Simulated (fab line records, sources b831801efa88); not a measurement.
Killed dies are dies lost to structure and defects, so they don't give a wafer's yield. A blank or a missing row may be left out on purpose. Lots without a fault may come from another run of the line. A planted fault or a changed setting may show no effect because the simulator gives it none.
A struck lot beside a sound one | flow sky130 | 14 steps out of a route of 708
Sound: wafers L356.1, L356.2, L356.5. Struck: wafers L354.1, L354.2, L354.6. The cause comes at the end.
At each step with rows: each side's tool, then ch and its chambers, then its first start. Under that, the readings that differ: sound wafers | struck wafers | difference of the means | sigmas: that difference in standard deviations of wafers without a fault.
alike: readings whose means differ by less than 2 such deviations, and words and numbers that are the same on both sides. not compared: withheld readings, readings that some wafer has no value for, bounds like >300 that may hide the same value, and numbers for which the record gives no deviation and whose values overlap.
The two part at a step that has a row with sigmas, a row that says differs or no value, or rows on one side only. Numbers that don't overlap but have no deviation are shown without sigmas and don't part them. A reading that every wafer of one side lacks parts them only if that side has two wafers or more.

first, 4 steps without rows for these wafers: SKY_VIA4_STRIP_13 (strips in O2/N2); SKY_VIA4_STRIP_14 (strips in post etch residue remover, time 1200 s); SKY_VIA4_CLEAN_15 (cleans in IPA, time 180 s); SKY_VIA4_CLEAN_16 (cleans in O3/DIW).
SKY_VIA4_SPUTTER_17: material TiN, target thk 20 nm, time 80 s.
  sound on pvd_sputter-03, day 46 12:19; struck on pvd_sputter-02, day 45 23:35
  reading                  | sound             | struck            | difference | sigmas
  chamber_pressure_pa (Pa) | 4.989 4.997 4.980 | 5.022 5.014 5.001 | +0.024     | +2
  alike: cathode_dc_power_W, throttle_valve_pct
SKY_VIA4_CVD_18: deposits W, target thk 505 nm, time 152.14 s.
  sound on cvd_w-02 ch 0,1, day 46 12:23; struck on cvd_w-02 ch 0,1, day 45 23:39
  alike: heater_power_w
  not compared: since_wet_clean_h
SKY_VIA4_RS_MEAS_19: measures by four-point-probe.
  sound on film_metro-01, day 46 12:32; struck on film_metro-03, day 45 23:48
  alike: VIA4_W_RS
SKY_VIA4_THK_MEAS_20: measures by xrf.
  sound on film_metro-01, day 46 12:39; struck on film_metro-03, day 45 23:55
  alike: VIA4_W_THK
SKY_VIA4_CMP_21: polishes, stops on SiO2, t overpolish 25 s, target thk 0 nm.
  sound on cmp-01 ch 1,2, day 46 12:43; struck on cmp-01 ch 0,1, day 46 00:02
  alike: edge_zone_pressure_frac, motor_current_A, overpolish_run_s, time_to_endpoint_s
then, 1 step without rows for these wafers: SKY_METAL5_SPUTTER_00 (material Ti, target thk 15 nm, time 10 s).
SKY_METAL5_SPUTTER_01: material TiN, target thk 20 nm, time 16.7 s.
  sound on pvd_sputter-01, day 46 13:02; struck on pvd_sputter-03, day 46 00:18
  alike: cathode_dc_power_W, chamber_pressure_pa, throttle_valve_pct
SKY_METAL5_SPUTTER_02: material AlCu, target thk 1150 nm, time 61.2 s.
  sound on pvd_sputter-01, day 46 13:04; struck on pvd_sputter-03, day 46 00:20
  alike: cathode_dc_power_W, chamber_pressure_pa, throttle_valve_pct
SKY_METAL5_SPUTTER_03: material Ti, target thk 5 nm, time 3.3 s.
  sound on pvd_sputter-01, day 46 13:07; struck on pvd_sputter-03, day 46 00:23
  no value came back on the struck wafers for cathode_dc_power_W (W), chamber_pressure_pa (Pa), throttle_valve_pct (%); on the sound wafers cathode_dc_power_W (W) reads 3000.3 2998.9 3000.2
then, 1 step without rows for these wafers: SKY_METAL5_SPUTTER_04 (material TiN, target thk 70 nm, time 58.3 s).

WHERE THEY PART
First at SKY_VIA4_SPUTTER_17; last, within this record, at SKY_METAL5_SPUTTER_03.

WHY: what the simulator had put in
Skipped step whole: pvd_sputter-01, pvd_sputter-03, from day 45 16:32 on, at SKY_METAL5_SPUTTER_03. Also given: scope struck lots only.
